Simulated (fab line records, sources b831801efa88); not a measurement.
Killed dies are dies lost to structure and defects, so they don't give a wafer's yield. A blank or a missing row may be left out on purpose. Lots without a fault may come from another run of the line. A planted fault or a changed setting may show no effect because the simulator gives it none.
Which tool did it? | flow sky130 | 13 lots, 39 wafers sampled, at 7 steps of a route of 708

WHAT THE GAUGES READ, wafer by wafer
SKY_NWELL_RS_MEAS_29: measures by four-point-probe.
lot  | measured     | on            | NWELL_RS (ohm/sq)
L156 | day 5 15:58  | film_metro-03 | 625.2 626.5 625.4
L160 | day 6 16:01  | film_metro-02 | 624.4 624.8 623.9
L161 | day 6 20:11  | film_metro-01 | 622.0 623.0 622.5
L163 | day 7 07:23  | film_metro-01 | 623.7 622.7 623.6
L170 | day 9 02:34  | film_metro-02 | 624.5 622.9 621.8
L171 | day 9 07:55  | film_metro-02 | 625.1 623.1 624.1
L172 | day 9 16:23  | film_metro-01 | 623.0 622.4 624.1
L173 | day 9 20:37  | film_metro-01 | 621.7 623.7 623.9
L174 | day 9 23:17  | film_metro-01 | 621.9 622.3 620.4
L175 | day 10 04:53 | film_metro-01 | 623.3 623.0 621.9
L176 | day 10 14:44 | film_metro-03 | 624.5 626.2 625.4
L178 | day 11 00:41 | film_metro-03 | 624.9 623.3 624.0
L179 | day 11 03:41 | film_metro-03 | 622.4 622.4 621.3

SKY_VT_ADJUST_LVTN_OVL_MEAS_07.
lot  | measured     | on         | VT_ADJUST_LVTN_OVL (nm)
L156 | day 7 05:59  | overlay-02 | -1.1 -2.1 -2.4
L160 | day 8 08:30  | overlay-01 | 0.5 0.9 0.6
L161 | day 8 12:38  | overlay-01 | -0.4 -2.6 -0.3
L163 | day 9 00:29  | overlay-01 | 1.0 0.1 -0.6
L170 | day 10 23:20 | overlay-02 | 0.2 0.9 0.6
L171 | day 11 05:03 | overlay-02 | 2.6 2.2 3.4
L172 | day 11 14:19 | overlay-01 | 1.7 -0.1 0.9
L173 | day 11 17:18 | overlay-01 | -0.3 -0.9 1.1
L174 | day 11 21:46 | overlay-02 | -0.9 -1.1 1.1
L175 | day 12 04:04 | overlay-01 | -0.6 -2.0 -0.5
L176 | day 12 14:21 | overlay-01 | -2.7 -1.3 -1.2
L178 | day 13 01:49 | overlay-01 | 1.4 1.8 0.2
L179 | day 13 04:16 | overlay-02 | -0.1 -0.4 -0.7

SKY_VT_ADJUST_PCH_OVL_MEAS_07.
lot  | measured     | on         | VT_ADJUST_PCH_OVL (nm)
L156 | day 10 20:26 | overlay-02 | 0.1 -0.8 -0.8
L160 | day 12 02:43 | overlay-01 | -0.1 0.8 -0.7
L161 | day 12 07:59 | overlay-02 | - - -
L163 | day 12 21:55 | overlay-02 | -0.6 0.5 0.3
L170 | day 15 04:14 | overlay-02 | 1.2 0.6 -0.8
L171 | day 15 12:04 | overlay-02 | -0.9 -1.7 -2.6
L172 | day 15 22:04 | overlay-01 | -3.3 0.0 -1.6
L173 | day 16 03:01 | overlay-01 | -1.2 -1.0 -0.1
L174 | day 16 05:37 | overlay-01 | 0.7 1.7 2.7
L175 | day 16 14:21 | overlay-02 | -2.0 -2.5 -1.9
L176 | day 17 01:48 | overlay-01 | -1.6 -0.3 -1.4
L178 | day 17 15:52 | overlay-01 | -1.0 0.3 -2.2
L179 | day 17 18:10 | overlay-01 | 1.3 0.6 1.0

SKY_VT_ADJUST_PCH_TW_MEAS_10.
lot  | measured     | on            | VT_ADJUST_PCH_TW
L156 | day 10 20:43 | film_metro-03 | 142.3 142.4 141.6
L160 | day 12 03:00 | film_metro-01 | 141.1 141.4 141.0
L161 | day 12 08:17 | film_metro-04 | 29.9 30.1 30.0
L163 | day 12 22:13 | film_metro-04 | 142.5 143.2 142.6
L170 | day 15 04:31 | film_metro-01 | 140.0 140.2 139.9
L171 | day 15 12:21 | film_metro-01 | 140.3 140.2 140.7
L172 | day 15 22:22 | film_metro-04 | 143.1 142.3 143.4
L173 | day 16 03:18 | film_metro-01 | 140.1 141.1 140.9
L174 | day 16 05:55 | film_metro-03 | 142.2 141.8 142.1
L175 | day 16 14:38 | film_metro-03 | 142.5 142.6 142.4
L176 | day 17 02:05 | film_metro-03 | 142.9 142.6 143.1
L178 | day 17 16:10 | film_metro-04 | 145.2 143.7 143.8
L179 | day 17 18:28 | film_metro-01 | 140.3 140.6 141.8

SKY_SONOS_TUNNEL_TW_MEAS_12.
lot  | measured     | on            | SONOS_TUNNEL_TW
L156 | day 11 20:09 | film_metro-02 | 199.4 199.8 198.0
L160 | day 13 04:14 | film_metro-01 | 195.4 195.3 195.0
L161 | day 13 10:01 | film_metro-01 | 210.3 210.8 210.0
L163 | day 14 00:23 | film_metro-04 | 198.3 198.2 198.3
L170 | day 16 09:47 | film_metro-04 | 198.8 198.1 198.7
L171 | day 16 16:41 | film_metro-04 | 199.7 199.4 198.2
L172 | day 17 02:40 | film_metro-01 | 195.4 195.1 194.6
L173 | day 17 08:13 | film_metro-04 | 199.4 199.4 198.9
L174 | day 17 11:17 | film_metro-01 | 194.3 195.2 193.5
L175 | day 17 20:10 | film_metro-02 | 198.4 199.2 198.1
L176 | day 18 08:30 | film_metro-02 | 197.5 198.9 198.4
L178 | day 18 22:36 | film_metro-01 | 194.3 194.6 194.6
L179 | day 19 01:08 | film_metro-04 | 199.4 198.5 200.4

WHICH TOOL RAN EACH LOT (tool, then ch and the chambers of the sampled wafers, then the start)
lot  | SKY_NWELL_RTA_28                 | SKY_VT_ADJUST_PCH_EXPOSE_04
L156 | rtp_anneal-02 ch 0, day 5 15:52  | iline_stepper-02 ch 0, day 10 09:11
L160 | rtp_anneal-02 ch 0, day 6 15:55  | iline_stepper-02 ch 0, day 11 14:05
L161 | rtp_anneal-01 ch 0, day 6 20:04  | iline_stepper-01 ch 0, day 11 19:50
L163 | rtp_anneal-01 ch 0, day 7 07:17  | iline_stepper-01 ch 0, day 12 09:33
L170 | rtp_anneal-01 ch 0, day 9 02:27  | iline_stepper-01 ch 0, day 14 15:15
L171 | rtp_anneal-01 ch 0, day 9 07:49  | iline_stepper-02 ch 0, day 14 22:13
L172 | rtp_anneal-02 ch 0, day 9 16:12  | iline_stepper-01 ch 0, day 15 08:14
L173 | rtp_anneal-01 ch 0, day 9 20:31  | iline_stepper-02 ch 0, day 15 13:04
L174 | rtp_anneal-02 ch 0, day 9 23:11  | iline_stepper-02 ch 0, day 15 15:22
L175 | rtp_anneal-01 ch 0, day 10 04:47 | iline_stepper-02 ch 0, day 16 00:13
L176 | rtp_anneal-02 ch 0, day 10 14:38 | iline_stepper-01 ch 0, day 16 11:47
L178 | rtp_anneal-01 ch 0, day 11 00:35 | iline_stepper-02 ch 0, day 17 00:52
L179 | rtp_anneal-02 ch 0, day 11 03:34 | iline_stepper-02 ch 0, day 17 04:26
- SKY_NWELL_RTA_28: time 30 s.
- SKY_VT_ADJUST_PCH_EXPOSE_04: exposes mask NWM, target cd 840 nm.

WHAT THE TOOLS THEMSELVES READ (means of the sampled wafers that have a number; where no wafer has one, the mark that the record gives instead)
SKY_NWELL_RTA_28.
lot  | tool          | lamp_power_pct (%) | wafer_temp_C_max
L156 | rtp_anneal-02 | 25.28              | 1054.9
L160 | rtp_anneal-02 | 25.33              | 1054.6
L161 | rtp_anneal-01 | 25.29              | 1054.8
L163 | rtp_anneal-01 | 25.36              | 1054.8
L170 | rtp_anneal-01 | 25.28              | 1054.7
L171 | rtp_anneal-01 | 25.27              | 1053.9
L172 | rtp_anneal-02 | 25.33              | 1054.8
L173 | rtp_anneal-01 | 25.25              | 1056.0
L174 | rtp_anneal-02 | 25.32              | 1054.7
L175 | rtp_anneal-01 | 25.31              | 1054.5
L176 | rtp_anneal-02 | 25.29              | 1054.5
L178 | rtp_anneal-01 | 25.33              | 1055.3
L179 | rtp_anneal-02 | 25.28              | 1054.8

THE ANSWER, worked out from the rows above alone
Rule: what is usual is taken from the lots themselves. Put in order of their means at a reading, lots are off if they are a third of the lots or fewer, leave a main group of 4 or more, and stand apart from it by a gap of 3 or more times the standard deviation of the main group's means; of several such gaps the widest counts. A main group whose means are all the same, to the digits that the tables above print for the reading, isn't used. A lot without any number at a reading at which 4 lots or more have one is off too. The other lots that the step has rows for count as sound. The gauges are gone through in route order, then the tools' own readings, and for those a lot's mean is taken as printed above. The first step at which some lot is off is used, and at that step the reading that is off furthest; a lot without a number counts as furthest.
Off: L161, at SKY_VT_ADJUST_PCH_OVL_MEAS_07 (VT_ADJUST_PCH_OVL). Without a number there: L161. The main group: mean -0.5 nm, standard deviation 1.1.
A tool fits if, at a process step before that reading, it ran every lot that is off, and no sound lot after the first of them. The gauges at SKY_VT_ADJUST_PCH_OVL_MEAS_07 aren't tried: what is off there is off at SKY_VT_ADJUST_PCH_TW_MEAS_10 too, on other tools, and a gauge's error can't cause that. None of those tried fits.

WHAT THE SIMULATOR HAD PUT IN
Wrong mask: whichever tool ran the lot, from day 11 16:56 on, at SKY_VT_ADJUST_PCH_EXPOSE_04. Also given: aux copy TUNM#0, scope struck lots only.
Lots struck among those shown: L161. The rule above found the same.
